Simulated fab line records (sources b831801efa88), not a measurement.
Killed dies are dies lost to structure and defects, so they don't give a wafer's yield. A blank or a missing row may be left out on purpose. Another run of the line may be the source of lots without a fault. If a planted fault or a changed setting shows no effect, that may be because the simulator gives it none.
fab line records | flow gf180mcu | part 1 of 2: steps 1 to 25 of 35
record: lots: 5 | wafers: 15 | last_day: 33
route steps=602 shown POLY_GATE@165 HV_LDD@176
lots untouched by any fault: they come from a run of this same line in which no faults occurred
start_h: the number of hours between the record's first day and the start of the first shown wafer of the lot | wait_h: hours from the lot's prior step to this one | " identical to the entry in the row above | L1.1+2: one row covering several wafers at once | - either no value or no given start | * or withheld: withheld | < > ~ a bound
route shown NAME@n: a module of which the file shows steps, and the number in the route of the first | usual: mean/standard deviation taken from wafers without a fault | same: alike in all rows | chamber/n: place in a boat | sites: per-site readings | _std_site: the standard deviation of these | _edge_site: mean of outer sites minus mean of inner sites | radius_mm: how far each site lies from the wafer's centre | mask NAME#n: copy n | behind: tool/chamber where the wafer was last shaped | hold: what put the lot on hold/how long, in hours/how the hold closed | device: the n, p or np transistor that did not switch | end of line: tests of these same wafers at the route's end | a step without rows: its recipe alone | killed: dies lost to structure and defects at the first sort, not the wafer's yield | map: a wafer's dies, marking killed ones x, the rest . and places with no die _
set.NAME: the setting that was run; set.NAME@STEP: the one run at that earlier step | model.NAME: the simulator's own value behind a step, which no gauge read
lots at some steps of the route; a table a step, a row a wafer
services: when a tool's chamber went out of use (start_h, in hours from the record's first day, below 0 if earlier), for how many hours, and the reason
== steps ==
step: GF_POLY_GATE_PEB_08
recipe: peb_temp_c: 135 | peb_time_s: 85.54 | resist: KrF
usual: resist_line_temp_C: 22.96/0.1
lot.wafer | tool           | chamber | start_h | wait_h | resist_line_temp_C
L077.1    | litho_track-01 | 0       | -       | -      | 22.78
L077.2    | "              | 0       | "       | "      | 22.98
L077.3    | "              | 0       | "       | "      | 22.78
L082.3    | litho_track-02 | 0       | -       | -      | 22.80
L082.5    | "              | 0       | "       | "      | 22.94
L082.6    | "              | 0       | "       | "      | 22.96
L084.2    | litho_track-02 | 0       | -       | -      | 23.07
L084.3    | "              | 0       | "       | "      | 22.92
L084.5    | "              | 0       | "       | "      | 23.19
L085.1    | litho_track-04 | 0       | -       | -      | 22.82
L085.2    | "              | 0       | "       | "      | 22.92
L085.3    | "              | 0       | "       | "      | 22.95
L091.1    | litho_track-01 | 0       | -       | -      | 22.93
L091.4    | "              | 0       | "       | "      | 23.16
L091.5    | "              | 0       | "       | "      | 23.02
step: GF_POLY_GATE_DEVELOP_09
recipe: develop_time_s: 60 | resist: KrF | dev_temp_c: 21
usual: resist_line_temp_C: 23.00/0.11
lot.wafer | tool           | chamber | start_h | wait_h | resist_line_temp_C
L077.1    | litho_track-01 | 0       | 224.76  | 0.2    | 23.27
L077.2    | "              | 0       | "       | "      | 23.06
L077.3    | "              | 0       | "       | "      | 22.98
L082.3    | litho_track-02 | 0       | 256.00  | 0.1    | 23.00
L082.5    | "              | 0       | "       | "      | 23.06
L082.6    | "              | 0       | "       | "      | 22.97
L084.2    | litho_track-02 | 0       | 266.37  | 0.2    | 23.22
L084.3    | "              | 0       | "       | "      | 23.26
L084.5    | "              | 0       | "       | "      | 23.15
L085.1    | litho_track-04 | 0       | 279.51  | 0.2    | 22.94
L085.2    | "              | 0       | "       | "      | 23.04
L085.3    | "              | 0       | "       | "      | 22.92
L091.1    | litho_track-01 | 0       | 317.25  | 0.2    | 22.90
L091.4    | "              | 0       | "       | "      | 22.94
L091.5    | "              | 0       | "       | "      | 22.97
step: GF_POLY_GATE_CD_MEAS_10
recipe: target_cd_nm: 280
usual: cd_nm: 279.6/1.2
lot.wafer | tool      | chamber | start_h | wait_h | cd_nm
L077.1    | cd_sem-01 | -       | 224.91  | 0.1    | 280.0
L077.2    | "         | -       | "       | "      | 279.2
L077.3    | "         | -       | "       | "      | 279.8
L082.3    | cd_sem-01 | -       | 256.14  | 0.1    | 277.8
L082.5    | "         | -       | "       | "      | 277.8
L082.6    | "         | -       | "       | "      | 278.1
L084.2    | cd_sem-02 | -       | 266.52  | 0.1    | 280.4
L084.3    | "         | -       | "       | "      | 279.8
L084.5    | "         | -       | "       | "      | 279.3
L085.1    | cd_sem-02 | -       | 279.66  | 0.1    | 280.2
L085.2    | "         | -       | "       | "      | 280.8
L085.3    | "         | -       | "       | "      | 280.7
L091.1    | cd_sem-01 | -       | 317.40  | 0.1    | 278.4
L091.4    | "         | -       | "       | "      | 280.3
L091.5    | "         | -       | "       | "      | 278.3
step: GF_POLY_GATE_OVL_MEAS_11
usual: POLY_GATE_OVL: 0/4.8
lot.wafer | tool       | chamber | start_h | wait_h | POLY_GATE_OVL[nm]
L077.1    | overlay-02 | -       | 225.03  | 0.1    | -4
L077.2    | "          | -       | "       | "      | -4
L077.3    | "          | -       | "       | "      | -2
L082.3    | overlay-02 | -       | 256.23  | 0.1    | -6
L082.5    | "          | -       | "       | "      | -5
L082.6    | "          | -       | "       | "      | 2
L084.2    | overlay-01 | -       | 266.63  | 0.1    | -6
L084.3    | "          | -       | "       | "      | -1
L084.5    | "          | -       | "       | "      | 3
L085.1    | overlay-01 | -       | 279.78  | 0.1    | 4
L085.2    | "          | -       | "       | "      | -3
L085.3    | "          | -       | "       | "      | -5
L091.1    | overlay-02 | -       | 317.52  | 0.1    | 8
L091.4    | "          | -       | "       | "      | 5
L091.5    | "          | -       | "       | "      | 12
step: GF_POLY_GATE_ETCH_12
recipe: chemistry: N2/H2 | target_depth_a: withheld | overetch_a: withheld | time_s: withheld | target: BARC | ion_energy_ev: 200 | source_w: 500 | bias_w: 100 | pressure_mtorr: 30 | n2_flow_sccm: 100 | h2_flow_sccm: 200
usual: drypump_motor_current_A: 5.6/0.42 | oes_product_au: 0.735/0.0049 | rf_fwd_power_W: 495.8/1.7 | throttle_valve_pct: 13.214/0.0095
lot.wafer | tool        | chamber | start_h | wait_h | drypump_motor_current_A | oes_product_au | rf_fwd_power_W | throttle_valve_pct
L077.1    | rie_diel-04 | 0       | 225.06  | 0.0    | 6.2                     | 0.741          | 494.9          | 13.213
L077.2    | "           | 2       | "       | "      | 5.5                     | 0.740          | 495.3          | 13.232
L077.3    | "           | 3       | "       | "      | 5.9                     | 0.732          | 496.7          | 13.193
L082.3    | rie_diel-04 | 3       | 256.26  | 0.0    | 5.9                     | 0.744          | 494.8          | 13.204
L082.5    | "           | 2       | "       | "      | 5.5                     | 0.732          | 497.2          | 13.232
L082.6    | "           | 3       | "       | "      | 5.9                     | 0.737          | 494.3          | 13.221
L084.2    | rie_diel-01 | 0       | 266.66  | 0.0    | 5.1                     | 0.741          | 498.4          | 13.222
L084.3    | "           | 3       | "       | "      | 4.9                     | 0.743          | 497.8          | 13.214
L084.5    | "           | 1       | "       | "      | 5.4                     | 0.735          | 496.7          | 13.218
L085.1    | rie_diel-04 | 1       | 279.81  | 0.0    | 6.4                     | 0.736          | 494.6          | 13.203
L085.2    | "           | 3       | "       | "      | 5.9                     | 0.741          | 496.3          | 13.204
L085.3    | "           | 2       | "       | "      | 5.5                     | 0.741          | 495.8          | 13.208
L091.1    | rie_diel-03 | 3       | 317.56  | 0.0    | 5.5                     | 0.737          | 493.5          | 13.213
L091.4    | "           | 1       | "       | "      | 5.4                     | 0.742          | 497.2          | 13.226
L091.5    | "           | 0       | "       | "      | 5.6                     | 0.733          | 497.2          | 13.214
step: GF_POLY_GATE_ETCH_13
recipe: target: poly-Si | target_depth_nm: 198.5 | stop_on: SiO2 | over_etch_frac: 0.403 | chemistry: HBr/Cl2 | icp_w: 400 | bias_w: 100 | pressure_mtorr: 10 | HBr_flow_sccm: 150 | Cl2_flow_sccm: 50 | time_s: 69.6
usual: drypump_motor_current_A: 5.7/0.53 | oes_product_au: 0.989/0.012 | rf_fwd_power_W: 396.8/1.6 | throttle_valve_pct: 33.684/0.0095
lot.wafer | tool      | chamber | start_h | wait_h | drypump_motor_current_A | oes_product_au | rf_fwd_power_W | rf_hours_counter_h | throttle_valve_pct
L077.1    | rie_si-01 | 0       | 225.11  | -      | 6.5                     | 0.966          | 395.4          | 4                  | 33.684
L077.2    | "         | 1       | "       | "      | 6.6                     | 1.002          | 395.2          | 97                 | 33.672
L077.3    | "         | 2       | "       | "      | 5.4                     | 0.998          | 397.0          | 50                 | 33.698
L082.3    | rie_si-02 | 2       | 256.31  | -      | 4.9                     | 0.991          | 397.3          | 2                  | 33.690
L082.5    | "         | 0       | "       | "      | 5.6                     | 0.989          | 399.3          | -                  | 33.687
L082.6    | "         | 1       | "       | "      | 5.8                     | 0.993          | 396.0          | -                  | 33.683
L084.2    | rie_si-02 | 3       | 266.71  | -      | 5.3                     | 0.999          | 396.3          | 0                  | 33.682
L084.3    | "         | 1       | "       | "      | 5.9                     | 1.000          | 397.4          | 88                 | 33.682
L084.5    | "         | 3       | "       | "      | 5.3                     | 0.992          | 395.3          | -                  | 33.715
L085.1    | rie_si-01 | 1       | 279.86  | -      | 6.6                     | 0.990          | 397.4          | 97                 | 33.680
L085.2    | "         | 0       | "       | "      | 6.5                     | 0.963          | 393.9          | 5                  | 33.694
L085.3    | "         | 2       | "       | "      | 5.4                     | 0.990          | 400.7          | 50                 | 33.676
L091.1    | rie_si-01 | 3       | 317.61  | -      | 5.8                     | 0.988          | 394.4          | 4                  | 33.696
L091.4    | "         | 1       | "       | "      | 6.6                     | 0.997          | 395.7          | -                  | 33.672
L091.5    | "         | 3       | "       | "      | 5.8                     | 0.978          | 395.3          | -                  | 33.671
step: GF_POLY_GATE_STRIP_14
recipe: chemistry: O2/N2 | power_w: 1400 | pressure_mtorr: 1500 | platen_temp_c: 250 | o2_flow_sccm: 3000 | n2_flow_sccm: 300 | overash_fraction: 0.5
usual: drypump_motor_current_A: 6.0/0.34 | heater_power_w: 318/29 | oes_product_au: 0.505/0.0047
lot.wafer | tool            | chamber | start_h | wait_h | drypump_motor_current_A | heater_power_w | oes_product_au | rf_hours_counter_h
L077.1    | plasma_asher-03 | 0       | 225.17  | 0.0    | 6.1                     | 318            | 0.509          | 13
L077.2    | "               | 1       | "       | "      | 5.5                     | 354            | 0.494          | 13
L077.3    | "               | 1       | "       | "      | 5.5                     | 356            | 0.500          | -
L082.3    | plasma_asher-04 | 1       | 256.39  | 0.1    | 6.5                     | 338            | 0.502          | -
L082.5    | "               | 0       | "       | "      | 5.9                     | 276            | 0.498          | -
L082.6    | "               | 1       | "       | "      | 6.5                     | 338            | 0.503          | -
L084.2    | plasma_asher-03 | 1       | 266.76  | 0.0    | 5.5                     | 353            | 0.501          | 17
L084.3    | "               | 1       | "       | "      | 5.5                     | 361            | 0.510          | -
L084.5    | "               | 0       | "       | "      | 6.1                     | 330            | 0.495          | -
L085.1    | plasma_asher-04 | 1       | 279.92  | 0.0    | 6.4                     | 343            | 0.507          | 64
L085.2    | "               | 0       | "       | "      | 5.9                     | 279            | 0.503          | 64
L085.3    | "               | 1       | "       | "      | 6.4                     | 350            | 0.509          | -
L091.1    | plasma_asher-04 | 1       | 317.67  | 0.0    | 6.4                     | 343            | 0.498          | 68
L091.4    | "               | 0       | "       | "      | 5.9                     | 281            | 0.503          | -
L091.5    | "               | 1       | "       | "      | 6.4                     | 345            | 0.498          | -
step: GF_POLY_GATE_CLEAN_15
recipe: chemistry: SC1/SC2 | mix: 1:4:20 | temp_c: 70 | time_s: 150 | dry: n2_spin
lot.wafer  | tool         | chamber | start_h | wait_h
L077.1+2+3 | wet_bench-02 | 1       | 225.27  | 0.1
L082.3+5+6 | wet_bench-03 | 0       | 256.46  | 0.0
L084.2+3+5 | wet_bench-03 | 2       | 266.86  | 0.1
L085.1+2+3 | wet_bench-03 | 2       | 280.02  | 0.1
L091.1+4+5 | wet_bench-03 | 0       | 317.77  | 0.1
step: GF_POLY_GATE_OXIDATION_16
recipe: temp_c: 850 | ambient: O2 | stabilise_s: 600 | purge_s: 300 | target_thk_a: 40 | ox_time_s: 899
lot.wafer  | tool       | chamber | start_h | wait_h
L077.1+2+3 | furnace-02 | 0       | 225.97  | 0.6
L082.3+5+6 | furnace-02 | 0       | 256.52  | 0.0
L084.2+3+5 | furnace-01 | 0       | 267.06  | 0.1
L085.1+2+3 | furnace-01 | 0       | 281.54  | 1.5
L091.1+4+5 | furnace-02 | 0       | 317.82  | 0.0
step: GF_POLY_GATE_THK_MEAS_17
recipe: reads: SiO2_of_POLY_GATE_OXIDATION_16
usual: POLY_GATE_OXIDATION_THK: 4.01/0.084
lot.wafer | tool          | chamber | start_h | wait_h | POLY_GATE_OXIDATION_THK[nm]
L077.1    | film_metro-01 | -       | 227.22  | 0.0    | 4.22
L077.2    | "             | -       | "       | "      | 4.17
L077.3    | "             | -       | "       | "      | 4.26
L082.3    | film_metro-02 | -       | 257.79  | 0.0    | 3.90
L082.5    | "             | -       | "       | "      | 3.98
L082.6    | "             | -       | "       | "      | 4.04
L084.2    | film_metro-02 | -       | 268.31  | 0.0    | 3.96
L084.3    | "             | -       | "       | "      | 3.93
L084.5    | "             | -       | "       | "      | 3.88
L085.1    | film_metro-02 | -       | 282.78  | 0.0    | 3.95
L085.2    | "             | -       | "       | "      | 3.90
L085.3    | "             | -       | "       | "      | 3.88
L091.1    | film_metro-02 | -       | 319.07  | 0.0    | 3.98
L091.4    | "             | -       | "       | "      | 4.00
L091.5    | "             | -       | "       | "      | 3.96
step: GF_POLY_GATE_CD_MEAS_18
usual: cd_nm: 280.1/2.5
lot.wafer | tool      | chamber | start_h | wait_h | cd_nm
L077.1    | cd_sem-02 | -       | 227.28  | 0.1    | 277.4
L077.2    | "         | -       | "       | "      | 279.8
L077.3    | "         | -       | "       | "      | 278.2
L082.3    | cd_sem-01 | -       | 257.88  | 0.1    | 279.1
L082.5    | "         | -       | "       | "      | 281.9
L082.6    | "         | -       | "       | "      | 276.7
L084.2    | cd_sem-02 | -       | 268.39  | 0.1    | 280.7
L084.3    | "         | -       | "       | "      | 278.6
L084.5    | "         | -       | "       | "      | 277.1
L085.1    | cd_sem-01 | -       | 282.84  | 0.1    | 281.7
L085.2    | "         | -       | "       | "      | 278.6
L085.3    | "         | -       | "       | "      | 283.2
L091.1    | cd_sem-01 | -       | 319.13  | 0.1    | 279.1
L091.4    | "         | -       | "       | "      | 280.6
L091.5    | "         | -       | "       | "      | 278.3
step: GF_HV_LDD_DEHYDRATE_00
recipe: temp_c: 200 | time_s: 60
usual: resist_line_temp_C: 23.02/0.11
lot.wafer | tool           | chamber | start_h | wait_h | resist_line_temp_C
L077.1    | litho_track-01 | 0       | 235.91  | 8.6    | 22.90
L077.2    | "              | 0       | "       | "      | 22.93
L077.3    | "              | 0       | "       | "      | 23.09
L082.3    | litho_track-01 | 0       | 266.41  | 8.5    | 23.07
L082.5    | "              | 0       | "       | "      | 23.01
L082.6    | "              | 0       | "       | "      | 23.03
L084.2    | litho_track-01 | 0       | 277.88  | 9.5    | 22.96
L084.3    | "              | 0       | "       | "      | 22.95
L084.5    | "              | 0       | "       | "      | 23.08
L085.1    | litho_track-01 | 0       | 292.10  | 9.2    | 23.03
L085.2    | "              | 0       | "       | "      | 23.00
L085.3    | "              | 0       | "       | "      | 22.93
L091.1    | litho_track-03 | 0       | 328.95  | 9.8    | 23.12
L091.4    | "              | 0       | "       | "      | 22.99
L091.5    | "              | 0       | "       | "      | 23.11
step: GF_HV_LDD_HMDS_01
recipe: prime_time_s: 60 | prime_temp_c: 120
usual: resist_line_temp_C: 22.99/0.1
same: prime_time_s: 60
lot.wafer | tool           | chamber | start_h | wait_h | resist_line_temp_C
L077.1    | litho_track-01 | 0       | 236.06  | 0.1    | 23.06
L077.2    | "              | 0       | "       | "      | 22.96
L077.3    | "              | 0       | "       | "      | 23.04
L082.3    | litho_track-01 | 0       | 266.56  | 0.1    | 22.98
L082.5    | "              | 0       | "       | "      | 22.86
L082.6    | "              | 0       | "       | "      | 23.04
L084.2    | litho_track-01 | 0       | 278.03  | 0.1    | 22.90
L084.3    | "              | 0       | "       | "      | 23.01
L084.5    | "              | 0       | "       | "      | 22.96
L085.1    | litho_track-01 | 0       | 292.25  | 0.1    | 23.09
L085.2    | "              | 0       | "       | "      | 22.98
L085.3    | "              | 0       | "       | "      | 23.04
L091.1    | litho_track-03 | 0       | 329.10  | 0.1    | 23.12
L091.4    | "              | 0       | "       | "      | 23.05
L091.5    | "              | 0       | "       | "      | 23.03
step: GF_HV_LDD_COAT_02
recipe: resist: NOVOLAK | spin_rpm: 3000 | resist_thk_nm: 1000
usual: resist_line_temp_C: 23.00/0.1
lot.wafer | tool           | chamber | start_h | wait_h | resist_line_temp_C
L077.1    | litho_track-01 | 0       | 236.21  | 0.1    | 22.80
L077.2    | "              | 0       | "       | "      | 22.67
L077.3    | "              | 0       | "       | "      | 23.05
L082.3    | litho_track-01 | 0       | 266.71  | 0.1    | 23.00
L082.5    | "              | 0       | "       | "      | 22.96
L082.6    | "              | 0       | "       | "      | 23.15
L084.2    | litho_track-01 | 0       | 278.18  | 0.1    | 23.20
L084.3    | "              | 0       | "       | "      | 23.06
L084.5    | "              | 0       | "       | "      | 23.04
L085.1    | litho_track-01 | 0       | 292.40  | 0.1    | 22.96
L085.2    | "              | 0       | "       | "      | 23.09
L085.3    | "              | 0       | "       | "      | 22.97
L091.1    | litho_track-03 | 0       | 329.25  | 0.1    | 23.09
L091.4    | "              | 0       | "       | "      | 23.04
L091.5    | "              | 0       | "       | "      | 23.08
step: GF_HV_LDD_SOFTBAKE_03
recipe: temp_c: 90 | time_s: 60 | resist: NOVOLAK
usual: resist_line_temp_C: 22.99/0.1
lot.wafer | tool           | chamber | start_h | wait_h | resist_line_temp_C
L077.1    | litho_track-01 | 0       | 236.36  | 0.1    | 22.98
L077.2    | "              | 0       | "       | "      | 23.00
L077.3    | "              | 0       | "       | "      | 22.99
L082.3    | litho_track-01 | 0       | 266.86  | 0.1    | 23.06
L082.5    | "              | 0       | "       | "      | 23.13
L082.6    | "              | 0       | "       | "      | 22.86
L084.2    | litho_track-01 | 0       | 278.33  | 0.1    | 23.12
L084.3    | "              | 0       | "       | "      | 23.02
L084.5    | "              | 0       | "       | "      | 23.16
L085.1    | litho_track-01 | 0       | 292.55  | 0.1    | 22.94
L085.2    | "              | 0       | "       | "      | 23.03
L085.3    | "              | 0       | "       | "      | 23.14
L091.1    | litho_track-03 | 0       | 329.40  | 0.1    | 22.95
L091.4    | "              | 0       | "       | "      | 22.87
L091.5    | "              | 0       | "       | "      | 22.82
step: GF_HV_LDD_EXPOSE_04
recipe: mask_id: Nplus_LV_AREA | target_cd_nm: 400 | na: 0.6 | source_shape: conventional | sigma_outer: 0.6 | dose_mj: 140
lot.wafer  | tool             | chamber | start_h | wait_h | mask
L077.1+2+3 | iline_stepper-02 | 0       | -       | -      | Nplus_LV_AREA#0
L082.3+5+6 | iline_stepper-02 | 0       | -       | -      | Nplus_LV_AREA#0
L084.2+3+5 | iline_stepper-02 | 0       | -       | -      | Nplus_LV_AREA#0
L085.1+2+3 | iline_stepper-02 | 0       | -       | -      | Nplus_LV_AREA#0
L091.1+4+5 | iline_stepper-02 | 0       | -       | -      | Nplus_LV_AREA#0
step: GF_HV_LDD_PEB_05
recipe: temp_c: withheld | time_s: * | resist: NOVOLAK
usual: resist_line_temp_C: *
lot.wafer | tool           | chamber | start_h | wait_h | resist_line_temp_C
L077.1    | litho_track-02 | 0       | -       | -      | *
L077.2    | "              | 0       | "       | "      | *
L077.3    | "              | 0       | "       | "      | *
L082.3    | litho_track-02 | 0       | -       | -      | *
L082.5    | "              | 0       | "       | "      | *
L082.6    | "              | 0       | "       | "      | *
L084.2    | litho_track-03 | 0       | -       | -      | *
L084.3    | "              | 0       | "       | "      | *
L084.5    | "              | 0       | "       | "      | *
L085.1    | litho_track-01 | 0       | -       | -      | *
L085.2    | "              | 0       | "       | "      | *
L085.3    | "              | 0       | "       | "      | *
L091.1    | litho_track-03 | 0       | -       | -      | *
L091.4    | "              | 0       | "       | "      | *
L091.5    | "              | 0       | "       | "      | *
step: GF_HV_LDD_DEVELOP_06
recipe: develop_time_s: 60 | dev_temp_c: 23
usual: resist_line_temp_C: 22.99/0.12
lot.wafer | tool           | chamber | start_h | wait_h | resist_line_temp_C
L077.1    | litho_track-02 | 0       | 244.95  | 0.1    | 23.08
L077.2    | "              | 0       | "       | "      | 22.92
L077.3    | "              | 0       | "       | "      | 23.02
L082.3    | litho_track-02 | 0       | 276.55  | 0.1    | 22.90
L082.5    | "              | 0       | "       | "      | 22.81
L082.6    | "              | 0       | "       | "      | 22.92
L084.2    | litho_track-03 | 0       | 288.13  | 0.1    | 22.84
L084.3    | "              | 0       | "       | "      | 22.92
L084.5    | "              | 0       | "       | "      | 22.76
L085.1    | litho_track-01 | 0       | 302.45  | 0.1    | 23.18
L085.2    | "              | 0       | "       | "      | 23.12
L085.3    | "              | 0       | "       | "      | 23.10
L091.1    | litho_track-03 | 0       | 340.15  | 0.1    | 23.09
L091.4    | "              | 0       | "       | "      | 22.95
L091.5    | "              | 0       | "       | "      | 23.04
step: GF_HV_LDD_CD_MEAS_07
recipe: target_cd_nm: 400
usual: cd_nm: 400.2/2.2
lot.wafer | tool      | chamber | start_h | wait_h | cd_nm
L077.1    | cd_sem-01 | -       | 245.10  | 0.1    | 398.0
L077.2    | "         | -       | "       | "      | 397.9
L077.3    | "         | -       | "       | "      | 396.5
L082.3    | cd_sem-02 | -       | 276.69  | 0.1    | 401.3
L082.5    | "         | -       | "       | "      | 401.3
L082.6    | "         | -       | "       | "      | 399.0
L084.2    | cd_sem-01 | -       | 288.27  | 0.1    | 398.8
L084.3    | "         | -       | "       | "      | 397.1
L084.5    | "         | -       | "       | "      | 395.8
L085.1    | cd_sem-02 | -       | 302.60  | 0.1    | 404.0
L085.2    | "         | -       | "       | "      | 403.7
L085.3    | "         | -       | "       | "      | 404.7
L091.1    | cd_sem-02 | -       | 340.30  | 0.1    | 400.8
L091.4    | "         | -       | "       | "      | 398.5
L091.5    | "         | -       | "       | "      | 400.2
step: GF_HV_LDD_OVL_MEAS_08
usual: HV_LDD_OVL: -0.4/1.2
lot.wafer | tool       | chamber | start_h | wait_h | HV_LDD_OVL[nm]
L077.1    | overlay-01 | -       | 245.22  | 0.1    | -0.5
L077.2    | "          | -       | "       | "      | -1.4
L077.3    | "          | -       | "       | "      | -0.9
L082.3    | overlay-01 | -       | 276.78  | 0.1    | 0.1
L082.5    | "          | -       | "       | "      | 1.4
L082.6    | "          | -       | "       | "      | 1.6
L084.2    | overlay-02 | -       | 288.38  | 0.1    | -0.3
L084.3    | "          | -       | "       | "      | 0.2
L084.5    | "          | -       | "       | "      | -1.2
L085.1    | overlay-01 | -       | 302.72  | 0.1    | -1.7
L085.2    | "          | -       | "       | "      | -0.4
L085.3    | "          | -       | "       | "      | 0.2
L091.1    | overlay-01 | -       | 340.42  | 0.1    | -0.4
L091.4    | "          | -       | "       | "      | 2.2
L091.5    | "          | -       | "       | "      | 1.6
step: GF_HV_LDD_IMPLANT_09
recipe: species: As | energy_kev: 40 | dose_cm2: 1e+14 | tilt_deg: 7
usual: tilt_deg: 6.998/0.021
lot.wafer | tool         | chamber | start_h | wait_h | tilt_deg
L077.1    | implanter-03 | 0       | 245.26  | 0.0    | 6.981
L077.2    | "            | 0       | "       | "      | 7.034
L077.3    | "            | 0       | "       | "      | 7.013
L082.3    | implanter-04 | 0       | 276.85  | 0.1    | 7.017
L082.5    | "            | 0       | "       | "      | 7.006
L082.6    | "            | 0       | "       | "      | 7.010
L084.2    | implanter-03 | 0       | 288.43  | 0.0    | 7.034
L084.3    | "            | 0       | "       | "      | 7.019
L084.5    | "            | 0       | "       | "      | 7.003
L085.1    | implanter-02 | 0       | 302.76  | 0.0    | 7.009
L085.2    | "            | 0       | "       | "      | 7.028
L085.3    | "            | 0       | "       | "      | 7.008
L091.1    | implanter-04 | 0       | 340.46  | 0.0    | 6.960
L091.4    | "            | 0       | "       | "      | 7.021
L091.5    | "            | 0       | "       | "      | 6.989
step: GF_HV_LDD_STRIP_10
recipe: chemistry: O2/N2 | power_w: 1400 | pressure_mtorr: 1500 | platen_temp_c: 250 | o2_flow_sccm: 3000 | n2_flow_sccm: 300 | overash_fraction: 0.5
usual: drypump_motor_current_A: 5.9/0.51 | heater_power_w: 313/44 | oes_product_au: 0.716/0.0046 | strip_time_to_endpoint_s: 12.61/0.038
lot.wafer | tool            | chamber | start_h | wait_h | drypump_motor_current_A | heater_power_w | oes_product_au | rf_hours_counter_h | strip_time_to_endpoint_s
L077.1    | plasma_asher-02 | 1       | 245.41  | 0.1    | 5.7                     | 306            | 0.712          | 41                 | 12.62
L077.2    | "               | 0       | "       | "      | 6.4                     | 282            | 0.715          | 41                 | 12.58
L077.3    | "               | 0       | "       | "      | 6.4                     | 284            | 0.715          | -                  | 12.58
L082.3    | plasma_asher-01 | 1       | 276.99  | 0.1    | 4.7                     | 269            | 0.705          | -                  | 12.66
L082.5    | "               | 0       | "       | "      | 5.7                     | 420            | 0.719          | -                  | 12.65
L082.6    | "               | 1       | "       | "      | 4.7                     | 268            | 0.718          | -                  | 12.68
L084.2    | plasma_asher-02 | 1       | 288.56  | 0.1    | 5.6                     | 312            | 0.715          | 45                 | 12.62
L084.3    | "               | 0       | "       | "      | 6.4                     | 283            | 0.709          | -                  | 12.64
L084.5    | "               | 1       | "       | "      | 5.6                     | 308            | 0.720          | -                  | 12.67
L085.1    | plasma_asher-04 | 1       | 302.91  | 0.1    | 6.5                     | 340            | 0.716          | 67                 | 12.63
L085.2    | "               | 0       | "       | "      | 5.9                     | 282            | 0.720          | 67                 | 12.61
L085.3    | "               | 1       | "       | "      | 6.5                     | 346            | 0.714          | -                  | 12.61
L091.1    | plasma_asher-01 | 0       | 340.61  | 0.1    | 5.7                     | 413            | 0.724          | 74                 | 12.64
L091.4    | "               | 0       | "       | "      | 5.7                     | 410            | 0.720          | -                  | 12.66
L091.5    | "               | 1       | "       | "      | 4.8                     | 278            | 0.718          | -                  | 12.64
step: GF_HV_LDD_TW_MEAS_11
usual: HV_LDD_TW: 2403/27
lot.wafer | tool          | chamber | start_h | wait_h | HV_LDD_TW
L077.1    | film_metro-04 | -       | 245.51  | 0.1    | 2420
L077.2    | "             | -       | "       | "      | 2430
L077.3    | "             | -       | "       | "      | 2430
L082.3    | film_metro-03 | -       | 277.07  | 0.1    | 2389
L082.5    | "             | -       | "       | "      | 2375
L082.6    | "             | -       | "       | "      | 2384
L084.2    | film_metro-01 | -       | 288.67  | 0.1    | 2413
L084.3    | "             | -       | "       | "      | 2426
L084.5    | "             | -       | "       | "      | 2449
L085.1    | film_metro-01 | -       | 303.01  | 0.1    | 2431
L085.2    | "             | -       | "       | "      | 2436
L085.3    | "             | -       | "       | "      | 2450
L091.1    | film_metro-03 | -       | 340.71  | 0.1    | 2382
L091.4    | "             | -       | "       | "      | 2387
L091.5    | "             | -       | "       | "      | 2378
step: GF_HV_LDD_DEHYDRATE_12
recipe: temp_c: 200 | time_s: 60
usual: resist_line_temp_C: 22.98/0.1
lot.wafer | tool           | chamber | start_h | wait_h | resist_line_temp_C
L077.1    | litho_track-03 | 0       | 254.75  | 9.2    | 23.15
L077.2    | "              | 0       | "       | "      | 23.05
L077.3    | "              | 0       | "       | "      | 23.13
L082.3    | litho_track-03 | 0       | 286.40  | 9.3    | 22.95
L082.5    | "              | 0       | "       | "      | 23.05
L082.6    | "              | 0       | "       | "      | 22.95
L084.2    | litho_track-01 | 0       | 298.13  | 9.4    | 22.77
L084.3    | "              | 0       | "       | "      | 22.91
L084.5    | "              | 0       | "       | "      | 22.93
L085.1    | litho_track-02 | 0       | 312.05  | 9.0    | 23.03
L085.2    | "              | 0       | "       | "      | 23.13
L085.3    | "              | 0       | "       | "      | 23.03
L091.1    | litho_track-03 | 0       | 350.95  | 10.2   | 22.87
L091.4    | "              | 0       | "       | "      | 22.88
L091.5    | "              | 0       | "       | "      | 22.81
step: GF_HV_LDD_HMDS_13
recipe: prime_time_s: 60 | prime_temp_c: 119
usual: resist_line_temp_C: 23.03/0.11
same: prime_time_s: 60
lot.wafer | tool           | chamber | start_h | wait_h | resist_line_temp_C
L077.1    | litho_track-03 | 0       | 254.90  | 0.1    | 22.92
L077.2    | "              | 0       | "       | "      | 22.99
L077.3    | "              | 0       | "       | "      | 22.98
L082.3    | litho_track-03 | 0       | 286.55  | 0.1    | 22.85
L082.5    | "              | 0       | "       | "      | 22.94
L082.6    | "              | 0       | "       | "      | 22.90
L084.2    | litho_track-01 | 0       | 298.28  | 0.1    | 23.14
L084.3    | "              | 0       | "       | "      | 23.08
L084.5    | "              | 0       | "       | "      | 23.15
L085.1    | litho_track-02 | 0       | 312.20  | 0.1    | 23.14
L085.2    | "              | 0       | "       | "      | 23.25
L085.3    | "              | 0       | "       | "      | 23.23
L091.1    | litho_track-03 | 0       | 351.10  | 0.1    | 23.05
L091.4    | "              | 0       | "       | "      | 23.23
L091.5    | "              | 0       | "       | "      | 23.05
